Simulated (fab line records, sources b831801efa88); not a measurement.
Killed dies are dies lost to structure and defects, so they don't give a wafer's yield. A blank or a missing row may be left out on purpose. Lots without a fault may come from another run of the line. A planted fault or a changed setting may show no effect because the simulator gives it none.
A struck lot beside a sound one | flow sky130 | 20 steps out of a route of 708
Sound: wafers L542.1, L542.3, L542.4. Struck: wafers L554.2, L554.3, L554.5. The cause comes at the end.
At each step with rows: each side's tool, then ch and its chambers, then its first start. Under that, the readings that differ: sound wafers | struck wafers | difference of the means | sigmas: that difference in standard deviations of wafers without a fault.
alike: readings whose means differ by less than 2 such deviations, and words and numbers that are the same on both sides. not compared: withheld readings, readings that some wafer has no value for, bounds like >300 that may hide the same value, and numbers for which the record gives no deviation and whose values overlap.
The two part at a step that has a row with sigmas, a row that says differs or no value, or rows on one side only. Numbers that don't overlap but have no deviation are shown without sigmas and don't part them. A reading that every wafer of one side lacks parts them only if that side has two wafers or more.

first, 1 step without rows for these wafers: SKY_SONOS_ONO_WET_ETCH_16 (etches SiO2 in dHF, target depth 14 nm, time 280 s).
SKY_SONOS_ONO_STRIP_17: strips in O2/N2.
  sound on plasma_asher-01 ch 0,1, day 16 03:58; struck on plasma_asher-01 ch 0,1, day 20 07:24
  alike: drypump_motor_current_A, oes_product_au, strip_time_to_endpoint_s
  not compared: rf_hours_counter_h
then, 3 steps without rows for these wafers: SKY_SONOS_ONO_WET_ETCH_18 (etches Si3N4 in H3PO4, target depth 15 nm, time 172 s); SKY_GATE_OXIDE_CLEAN_00 (cleans in SC1/SC2, time 150 s); SKY_GATE_OXIDE_OXIDATION_01 (stabilise 600 s, purge 300 s, target thk 10.268 nm).
SKY_GATE_OXIDE_THK_MEAS_02:
  sound on film_metro-02, day 16 05:35; struck on film_metro-04, day 20 09:11
  alike: GATE_OXIDE_OXIDATION_00_THK
then, 6 steps without rows for these wafers: SKY_GATE_OXIDE_DEHYDRATE_03 (time 60 s); SKY_GATE_OXIDE_HMDS_04 (prime time 60 s); SKY_GATE_OXIDE_COAT_05 (resist thk 1140 nm); SKY_GATE_OXIDE_SOFTBAKE_06 (time 60 s); SKY_GATE_OXIDE_EXPOSE_07 (exposes mask LVOM, target cd 600 nm); SKY_GATE_OXIDE_PEB_08.
SKY_GATE_OXIDE_DEVELOP_09: develop time 60 s.
  sound on litho_track-03 ch 0, day 17 10:26; struck on litho_track-04 ch 0, day 21 15:31
SKY_GATE_OXIDE_OVL_MEAS_10:
  sound on overlay-01, day 17 10:35; struck on overlay-01, day 21 15:39
  reading             | sound       | struck | difference                    | sigmas
  GATE_OXIDE_OVL (nm) | 2.2 0.9 1.6 | - - -  | no value on the struck wafers |
then, 2 steps without rows for these wafers: SKY_GATE_OXIDE_IMPLANT_11; SKY_GATE_OXIDE_WET_ETCH_12 (etches SiO2 in dHF, target depth 16.8 nm, time 336 s).
SKY_GATE_OXIDE_STRIP_13: strips in O2/N2.
  sound on plasma_asher-03 ch 0,1, day 17 10:52; struck on plasma_asher-03 ch 0,1, day 21 15:56
  alike: drypump_motor_current_A, oes_product_au, strip_time_to_endpoint_s
  not compared: rf_hours_counter_h
SKY_GATE_OXIDE_TW_MEAS_14:
  sound on film_metro-01, day 17 10:58; struck on film_metro-02, day 21 16:02
  reading       | sound             | struck         | difference | sigmas
  GATE_OXIDE_TW | 228.9 229.7 227.7 | 30.0 29.9 29.8 | -198.9     | -99 or more
then, 1 step without rows for these wafers: SKY_GATE_OXIDE_CLEAN_15 (cleans in SC1/SC2, time 150 s).
-- the record jumps here: 29 days lie between the struck wafers' starts before and after (it left off in module GATE_OXIDE and takes up again in module PAD_OPEN, whose first step shown is number 708 of the route) --
SKY_PAD_OPEN_PROBE_99:
  the record has rows for the struck wafers here (prober-02, day 50 23:07) and none for the sound ones

WHERE THEY PART
First at SKY_GATE_OXIDE_OVL_MEAS_10; last, within this record, at SKY_PAD_OPEN_PROBE_99.

WHY: what the simulator had put in
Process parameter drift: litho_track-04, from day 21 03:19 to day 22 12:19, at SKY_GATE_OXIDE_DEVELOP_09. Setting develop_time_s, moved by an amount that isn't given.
